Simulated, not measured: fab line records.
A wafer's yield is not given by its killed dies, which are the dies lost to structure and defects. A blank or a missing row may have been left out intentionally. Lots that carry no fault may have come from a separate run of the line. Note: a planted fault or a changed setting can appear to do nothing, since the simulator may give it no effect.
A lot that was struck, set against a sound lot ; flow sky130 ; 34 out of 708 route steps
Sound: the wafers L123.2, L123.4, L123.5. Struck: wafers L107.1, L107.4, L107.6. The cause is given at the end.
Each step with rows lists, per side, the tool, then ch with its chambers, then its first start. Under that, the readings that differ: sound wafers ; struck wafers ; difference of the means ; sigmas: that difference in standard deviations of wafers without a fault.
alike: readings with means less than 2 such deviations apart, plus words and numbers identical on both sides. not compared: withheld readings, readings lacking a value on some wafer, bounds such as >300 that could conceal the same value, and numbers that have no deviation in the record and whose values overlap.
A row with sigmas, a row that says differs or no value, or rows on one side alone: a step with any of these is where the two part. Non-overlapping numbers with no deviation appear without sigmas and do not part them. A reading that every wafer of one side lacks parts them only if that side has two wafers or more.

first, 7 steps without rows for these wafers: SKY_SONOS_TUNNEL_DEVELOP_06 (develop time 60 s); SKY_SONOS_TUNNEL_IMPLANT_09; SKY_SONOS_TUNNEL_WET_ETCH_10 (etches SiO2 in dHF, target depth 14 nm, time 280 s); SKY_SONOS_TUNNEL_STRIP_11 (strips in SPM, time 600 s); SKY_SONOS_TUNNEL_CLEAN_13 (cleans in dHF, time 20 s); SKY_SONOS_ONO_OXIDATION_00 (stabilise 600 s, purge 300 s, target thk 2.6 nm); SKY_SONOS_ONO_CVD_02 (deposits Si3N4 from DCS/NH3, target thk 10.5 nm, time 180 s).
SKY_SONOS_ONO_CVD_04: deposits SiO2 from SiH4/N2O, target thk 5.7199 nm.
  sound on lpcvd-03 ch 1, day 18 02:41; struck on lpcvd-03 ch 1, day 12 22:50
reading;sound;struck;difference;sigmas
spikeTcBottomC (C);917 918 915;959 961 961;+44;+11
spikeTcCentreC (C);897.7 899.6 899.1;942.9 943.2 943.7;+44.5;+37
spikeTcLowerC (C);902.3 900.9 900.0;945.0 945.1 944.7;+43.9;+44
spikeTcTopC (C);915.8 914.5 915.0;958.0 958.5 958.3;+43.2;+23
spikeTcUpperC (C);900.5 901.7 900.0;944.4 945.8 944.0;+44.0;+34
susceptorTempC (C);900.2 900.2 899.7;944.4 943.1 943.8;+43.7;+99 or more
zonePowerBottomPct (%);27.9 28.9 27.9;31.1 31.7 31.5;+3.2;+2
zonePowerCentrePct (%);17.19 17.37 17.21;19.08 19.78 19.32;+2.14;+13
zonePowerLowerPct (%);19.77 20.02 19.63;22.08 22.36 22.33;+2.45;+11
model.SiO2_of_SONOS_ONO_CVD_04.thkNm (nm);5.657 5.666 5.637;9.169 9.189 9.185;+3.528;
  alike: zonePowerUpperPct
SKY_SONOS_ONO_THK_MEAS_05:
  struck on filmMetro-04, day 13 00:05; sound on filmMetro-03, day 18 03:56
reading;sound;struck;difference;sigmas
SONOS_ONO_CVD_04_THK (nm);5.65 5.68 5.61;9.14 9.18 9.25;+3.54;+35
then, 23 steps without rows for these wafers: SKY_SONOS_ONO_DEHYDRATE_06 (time 60 s); SKY_SONOS_ONO_HMDS_07 (prime time 60 s); SKY_SONOS_ONO_COAT_08 (resist thk 1140 nm); SKY_SONOS_ONO_SOFTBAKE_09 (time 60 s); SKY_SONOS_ONO_EXPOSE_10 (exposes mask ONOM, target cd 410 nm); SKY_SONOS_ONO_PEB_11; SKY_SONOS_ONO_DEVELOP_12 (develop time 60 s); SKY_SONOS_ONO_ETCH_15 (etches the open film in CHF3/O2, target depth 19.52 nm, time 7.8 s); SKY_SONOS_ONO_WET_ETCH_16 (etches SiO2 in dHF, target depth 14 nm, time 280 s); SKY_SONOS_ONO_STRIP_17 (strips in O2/N2); SKY_SONOS_ONO_WET_ETCH_18 (etches Si3N4 in H3PO4, target depth 15 nm, time 172 s); SKY_GATE_OXIDE_CLEAN_00 (cleans in SC1/SC2, time 150 s); SKY_GATE_OXIDE_OXIDATION_01 (stabilise 600 s, purge 300 s, target thk 10.268 nm); SKY_GATE_OXIDE_DEHYDRATE_03 (time 60 s); SKY_GATE_OXIDE_HMDS_04 (prime time 60 s); SKY_GATE_OXIDE_COAT_05 (resist thk 1140 nm); SKY_GATE_OXIDE_SOFTBAKE_06 (time 60 s); SKY_GATE_OXIDE_EXPOSE_07 (exposes mask LVOM, target cd 600 nm); SKY_GATE_OXIDE_PEB_08; SKY_GATE_OXIDE_DEVELOP_09 (develop time 60 s); SKY_GATE_OXIDE_IMPLANT_11; SKY_GATE_OXIDE_WET_ETCH_12 (etches SiO2 in dHF, target depth 16.8 nm, time 336 s); SKY_GATE_OXIDE_STRIP_13 (strips in O2/N2).
-- the record jumps here: 2 days lie between the struck wafers' starts before and after --
SKY_GATE_OXIDE_CLEAN_15: cleans in SC1/SC2, time 150 s.
  sound on wetBench-03 ch 0, day 20 23:16; struck on wetBench-01 ch 2, day 15 06:14
reading;sound;struck;difference;sigmas
model.SiO2_of_SONOS_ONO_CVD_04.thkNm (nm);4.132 4.138 4.113;7.655 7.676 7.675;+3.541;
then, 1 step without rows for these wafers: SKY_PAD_OPEN_PROBE_99.

WHERE THEY PART
Last at SKY_SONOS_ONO_THK_MEAS_05 as far as this record goes, first at SKY_SONOS_ONO_CVD_04.

WHY: the cause the simulator had injected
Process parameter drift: lpcvd-03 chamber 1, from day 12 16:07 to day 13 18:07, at SKY_SONOS_ONO_CVD_04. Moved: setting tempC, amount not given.
